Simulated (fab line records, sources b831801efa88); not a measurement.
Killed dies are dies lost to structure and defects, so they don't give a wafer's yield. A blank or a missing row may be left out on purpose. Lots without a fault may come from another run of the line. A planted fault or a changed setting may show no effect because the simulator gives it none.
Chamber matching | flow gf180mcu | GF_STI_CMP_25 on cmp-02: 4 sister chambers
The step polishes, stops on Si3N4, t overpolish 33 s, target thk 524.6 nm. 16 wafers are shown with their chamber, then 8 later ones without.

WAFERS WITH THEIR CHAMBER
wafer  | chamber | motor_current_A (A) | overpolish_run_s (s) | edge_zone_pressure_frac
L166.1 | 1       | 13.3                | 33.003               | 1.006
L166.2 | 3       | 13.0                | 32.995               | 0.997
L166.4 | 2       | 11.1                | 32.997               | 0.996
L170.3 | 2       | 11.8                | 32.987               | 0.998
L170.5 | 1       | 13.2                | 33.011               | 1.001
L170.6 | 0       | 12.8                | 32.993               | 0.996
L171.3 | 0       | 12.5                | 33.006               | 1.001
L171.4 | 3       | 13.2                | 32.996               | 1.003
L171.5 | 3       | 13.2                | 33.005               | 1.003
L173.1 | 3       | 13.4                | 32.995               | 0.999
L173.3 | 0       | 12.2                | 32.999               | 1.002
L173.6 | 3       | 13.8                | 33.010               | 0.996
L185.2 | 0       | 12.4                | 33.002               | 1.003
L185.5 | 3       | 12.7                | 33.006               | 1.004
L185.6 | 2       | 11.8                | 33.008               | 0.995
L186.1 | 2       | 11.5                | 32.986               | 1.003

SIGNATURES (means of the wafers above)
reading                 | chamber 0 | chamber 1 | chamber 2 | chamber 3 | scatter within a chamber
motor_current_A         | 12.475    | 13.250    | 11.550    | 13.217    | 0.318
overpolish_run_s        | 33.00000  | 33.00700  | 32.99450  | 33.00117  | 0.0074
edge_zone_pressure_frac | 1.00050   | 1.00350   | 0.99800   | 1.00033   | 0.0034
Rule: a wafer's distance from a chamber is the root of the sum, over the readings, of the square of ((its reading less the chamber's mean) divided by the reading's scatter). The wafer belongs to the nearest chamber; if the next one is less than 2 further off, it can't be placed. The scatter: the root of (the sum of the squares of (reading less its chamber's mean) over the shown wafers, divided by (wafers less chambers)).

WAFERS WITHOUT THEIR CHAMBER
wafer  | motor_current_A (A) | overpolish_run_s (s) | edge_zone_pressure_frac
L186.4 | 12.3                | 32.987               | 0.996
L186.5 | 13.4                | 33.010               | 1.006
L187.1 | 12.4                | 33.005               | 0.996
L187.4 | 12.9                | 32.996               | 1.002
L187.6 | 13.0                | 33.004               | 1.005
L189.2 | 12.6                | 33.012               | 1.007
L189.4 | 13.2                | 32.991               | 0.990
L189.5 | 12.6                | 32.990               | 1.000

WHICH CHAMBER EACH WENT THROUGH
wafer  | from the rows above               | in truth
L186.4 | can't be placed: 0 or 2 or 3      | 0
L186.5 | can't be placed: 1 or 3           | 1
L187.1 | can't be placed: 0 or 3 or 2 or 1 | 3
L187.4 | can't be placed: 3 or 0 or 1      | 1
L187.6 | can't be placed: 1 or 3 or 0      | 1
L189.2 | can't be placed: 1 or 0 or 3      | 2
L189.4 | can't be placed: 3 or 0 or 1      | 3
L189.5 | can't be placed: 0 or 3 or 1 or 2 | 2
Placed correctly: 0 of 8. Can't be placed from these rows: 8 (the true chamber is among the candidates in 7). Placed wrongly: 0.
